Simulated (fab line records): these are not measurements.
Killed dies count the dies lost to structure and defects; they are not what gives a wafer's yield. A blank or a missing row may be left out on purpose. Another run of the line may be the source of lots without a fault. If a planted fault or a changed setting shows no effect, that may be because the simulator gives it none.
A struck lot beside a sound one | flow sky130 | 16 out of 708 route steps
Sound: these wafers, L844.1, L844.2, L844.5. Wafers struck: L846.2, L846.3, L846.5. The cause is named last.
Order at every step that has rows: each side's tool, ch and its chambers, its first start. Under that, the readings that differ: sound wafers | struck wafers | difference of the means | sigmas: that difference in standard deviations of wafers without a fault.
alike: a reading whose means differ by less than 2 such deviations, as well as words and numbers matching on both sides. not compared: withheld readings; readings where some wafer has no value; bounds like >300 that might hide an equal value; numbers whose values overlap and for which the record gives no deviation.
A row with sigmas, a row that says differs or no value, or rows on one side alone: a step with any of these is where the two part. Numbers that have no deviation but don't overlap get no sigmas and don't part them. A reading that every wafer of one side lacks parts them only if that side has two wafers or more.

first, 2 steps without rows for these wafers: SKY_METAL4_PEB_11; SKY_METAL4_DEVELOP_12 (develop time 60 s).
SKY_METAL4_CD_MEAS_13: the cd target is 300 nm.
  sound: cd_sem-02 at day 44 15:26; struck: cd_sem-01 at day 46 01:46
  alike: cd_nm
SKY_METAL4_OVL_MEAS_14:
  sound: overlay-02 at day 44 15:34; struck: overlay-02 at day 46 01:53
  alike: METAL4_OVL
SKY_METAL4_DESCUM_15: chemistry O2, time 8 s.
  sound on rie_metal-01 ch 0,1, day 44 15:35; struck on rie_metal-03 ch 1, day 46 01:55
  alike: chamber_pressure_mTorr, drypump_motor_current_A, oes_product_au
  not compared: rf_hours_counter_h
SKY_METAL4_ETCH_16: etches BARC in N2/H2, stops on SiO2, time 88.2 s, target depth 60 nm.
  sound on rie_metal-01 ch 0,1, day 44 15:37; struck on rie_metal-03 ch 1, day 46 02:00
  alike: chamber_pressure_mTorr, drypump_motor_current_A, oes_product_au, throttle_valve_pct
  not compared: rf_hours_counter_h
SKY_METAL4_ETCH_17: etches SiO2 in C4F8/O2/Ar, stops on TiN, time 3.9 s, target depth 15 nm.
  sound on rie_diel-02 ch 0,1,2, day 44 15:43; struck on rie_diel-01 ch 2,3, day 46 02:10
  alike: chamber_pressure_mTorr, oes_product_au
  not compared: rf_hours_counter_h
SKY_METAL4_METAL_ETCH_18: etches the open film in Cl2/BCl3, stops on SiO2, target depth 845 nm, time 183.1 s.
  sound on rie_metal-03 ch 0,1, day 44 15:44; struck on rie_metal-04 ch 0,1, day 46 02:11
  alike: chamber_pressure_mTorr, drypump_motor_current_A, mfc_cl2_sccm, oes_product_au, throttle_valve_pct
  not compared: rf_hours_counter_h
then, 4 steps without rows for these wafers: SKY_METAL4_STRIP_19 (strips in O2/N2); SKY_METAL4_STRIP_20 (strips in post etch residue remover, time 1200 s); SKY_METAL4_CLEAN_21 (cleans in IPA, time 180 s); SKY_METAL4_CLEAN_22 (cleans in O3/DIW).
SKY_VIA4_HDPCVD_00: deposits SiO2, target thk 1750 nm, time 291.7 s.
  sound on hdpcvd-01 ch 0,1,2, day 44 16:31; struck on hdpcvd-01 ch 0,2, day 46 02:59
  reading                                  | sound             | struck            | difference | sigmas
  sih4_flow_sccm (sccm)                    | 60.36 60.08 59.96 | 72.13 71.97 72.30 | +12.00     | +71
  model.SiO2_of_VIA4_HDPCVD_00.thk_nm (nm) | 1771 1780 1753    | 2120 2124 2089    | +343       |
  alike: susceptor_temp_C
SKY_VIA4_THK_MEAS_01:
  sound: film_metro-02 at day 44 16:41; struck: film_metro-03 at day 46 03:10
  reading              | sound          | struck         | difference | sigmas
  VIA4_HDPCVD_THK (nm) | 1773 1780 1754 | 2120 2124 2088 | +342       | +20
SKY_VIA4_CMP_02: polishes SiO2.
  sound on cmp-01 ch 0,1, day 44 16:48; struck on cmp-01 ch 1,2,3, day 46 03:13
  alike: head_pressure_psi, motor_current_A, platen_rpm
then, 1 step without rows for these wafers: SKY_PAD_OPEN_PROBE_99.

== WHERE THEY PART ==
First at SKY_VIA4_HDPCVD_00; last, within this record, at SKY_VIA4_THK_MEAS_01. Later steps at which nothing parts them and some readings are alike: SKY_VIA4_CMP_02.

WHY: the cause the simulator had injected
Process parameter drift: hdpcvd-01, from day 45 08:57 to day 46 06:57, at SKY_VIA4_HDPCVD_00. Setting sih4_flow_sccm, moved by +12, from 60. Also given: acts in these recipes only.
